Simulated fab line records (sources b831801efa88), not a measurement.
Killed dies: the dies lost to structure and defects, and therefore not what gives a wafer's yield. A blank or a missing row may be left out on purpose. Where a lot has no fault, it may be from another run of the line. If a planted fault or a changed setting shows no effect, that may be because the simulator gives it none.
Matching of chambers ; flow gf180mcu ; GF_SAB_CVD_00 on pecvd-03 has 3 sister chambers
The step deposits SiO2 from TEOS, target thk 50 nm, time 4.9302 s. 14 wafers are shown with their chamber, then 7 later ones without.

== WAFERS WITH THEIR CHAMBER ==
wafer;chamber;heaterPowerW (W)
L326.3;2;526
L326.4;0;497
L326.5;2;537
L328.1;2;606
L328.3;0;521
L328.6;2;611
L330.1;0;405
L330.3;1;561
L330.6;2;555
L334.2;2;574
L334.4;1;595
L334.5;0;454
L343.3;1;584
L343.4;0;425

SIGNATURES, as means of the wafers listed above
reading;chamber 0;chamber 1;chamber 2;scatter within a chamber
heaterPowerW;460.40;580.00;568.17;38.4
Rule: for a wafer and a chamber, the distance is found by dividing, reading by reading, the gap between the wafer's reading and the chamber's mean by the reading's scatter, squaring, summing and taking the root. The wafer belongs to the nearest chamber; if the next one is less than 2 further off, it can't be placed. The scatter: the root of (the sum of the squares of (reading less its chamber's mean) over the shown wafers, divided by (wafers less chambers)).

== WAFERS WHOSE CHAMBER IS MISSING ==
wafer;heaterPowerW (W)
L343.5;589
L344.1;620
L344.2;639
L344.5;466
L348.2;638
L348.5;446
L348.6;591

== EACH ONE'S CHAMBER ==
wafer;from the rows above;in truth
L343.5;can't be placed: 1 or 2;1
L344.1;can't be placed: 1 or 2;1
L344.2;can't be placed: 1 or 2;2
L344.5;0;0
L348.2;can't be placed: 1 or 2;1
L348.5;0;0
L348.6;can't be placed: 1 or 2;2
Correctly placed: 2 of 7. Cannot be placed on the basis of these rows: 5; the candidates contain the true chamber in 5. Placed wrongly: 0.
